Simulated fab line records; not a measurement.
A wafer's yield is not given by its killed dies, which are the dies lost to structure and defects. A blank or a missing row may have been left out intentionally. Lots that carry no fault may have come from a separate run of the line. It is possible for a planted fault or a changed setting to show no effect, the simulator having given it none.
A struck lot beside a sound one || flow sky130 || 16 out of 708 route steps
Sound: wafers L495.1, L495.3, L495.5. The struck wafers were L498.3, L498.4, L498.6. The cause is named last.
Order at every step that has rows: each side's tool, ch and its chambers, its first start. Under that, the readings that differ: sound wafers || struck wafers || difference of the means || sigmas: that difference in standard deviations of wafers without a fault.
alike: readings with means less than 2 such deviations apart, plus words and numbers identical on both sides. not compared: withheld readings, readings lacking a value on some wafer, bounds such as >300 that could conceal the same value, and numbers that have no deviation in the record and whose values overlap.
The two part at a step that has a row with sigmas, a row that says differs or no value, or rows on one side only. Numbers that have no deviation but don't overlap get no sigmas and don't part them. A reading that every wafer of one side lacks parts them only if that side has two wafers or more.

first, 5 steps without rows for these wafers: SKY_VIA4_COAT_06 (resist thk 1140 nm); SKY_VIA4_SOFTBAKE_07 (time 60 s); SKY_VIA4_EXPOSE_08 (exposes mask VIM4, target cd 800 nm); SKY_VIA4_PEB_09; SKY_VIA4_DEVELOP_10 (develop time 60 s).
SKY_VIA4_OVL_MEAS_11:
  sound on overlay-02, day 45 03:38; struck on overlay-02, day 47 10:03
  alike: VIA4_OVL
SKY_VIA4_ETCH_12: etches SiO2 in C4F8/O2/Ar, stops on TiN, target depth 580 nm.
  sound on rie_diel-04 ch 1,3, day 45 03:40; struck on rie_diel-01 ch 1,3, day 47 10:05
  alike: oes_product_au
SKY_VIA4_STRIP_13: strips in O2/N2.
  sound on plasma_asher-03 ch 0,1, day 45 03:44; struck on plasma_asher-03 ch 0,1, day 47 10:11
{"reading": "strip_time_to_endpoint_s (s)", "sound": "12.85 12.85 12.89", "struck": "12.82 12.79 12.76", "difference": -0.07, "sigmas": -2}
  alike: drypump_motor_current_A, oes_product_au
  not compared: rf_hours_counter_h
then, 3 steps without rows for these wafers: SKY_VIA4_STRIP_14 (strips in post etch residue remover, time 1200 s); SKY_VIA4_CLEAN_15 (cleans in IPA, time 180 s); SKY_VIA4_CLEAN_16 (cleans in O3/DIW).
SKY_VIA4_SPUTTER_17: material TiN, target thk 20 nm, time 80 s.
  sound on pvd_sputter-02, day 45 04:23; struck on pvd_sputter-04, day 47 10:44
  alike: throttle_valve_pct
SKY_VIA4_CVD_18: deposits W, target thk 505 nm, time 152.14 s.
  sound on cvd_w-01 ch 0,1, day 45 04:26; struck on cvd_w-01 ch 0,1, day 47 10:51
{"reading": "susceptor_temp_C (C)", "sound": "399.88 399.77 399.75", "struck": "397.47 397.61 397.59", "difference": -2.24, "sigmas": -11}
{"reading": "model.W_of_VIA4_CVD_18.thk_nm (nm)", "sound": "504 505 497.5", "struck": "487.5 479.4 478.4", "difference": -20.4, "sigmas": ""}
  alike: heater_power_w
SKY_VIA4_RS_MEAS_19: measurement is done with a four-point probe.
  sound on film_metro-03, day 45 04:35; struck on film_metro-04, day 47 10:59
{"reading": "VIA4_W_RS (ohm/sq)", "sound": "0.226 0.226 0.229", "struck": "0.235 0.239 0.239", "difference": "+0.011", "sigmas": "+3"}
SKY_VIA4_THK_MEAS_20: measures by xrf.
  sound on film_metro-03, day 45 04:43; struck on film_metro-04, day 47 11:05
{"reading": "VIA4_W_THK (nm)", "sound": "513 513 506", "struck": "495 488 483", "difference": -22, "sigmas": -2}
SKY_VIA4_CMP_21: polishes, stops on SiO2, t overpolish 25 s, target thk 0 nm.
  sound on cmp-01 ch 2,3, day 45 04:49; struck on cmp-02 ch 1,2, day 47 11:08
{"reading": "platen_rpm (rpm)", "sound": "59.99 60.00 60.05", "struck": "59.87 59.96 59.91", "difference": -0.10, "sigmas": -2}
  alike: motor_current_A, overpolish_run_s, time_to_endpoint_s

== WHERE THEY PART ==
Last at SKY_VIA4_CMP_21 as far as this record goes, first at SKY_VIA4_STRIP_13.

WHY: the cause the simulator had injected
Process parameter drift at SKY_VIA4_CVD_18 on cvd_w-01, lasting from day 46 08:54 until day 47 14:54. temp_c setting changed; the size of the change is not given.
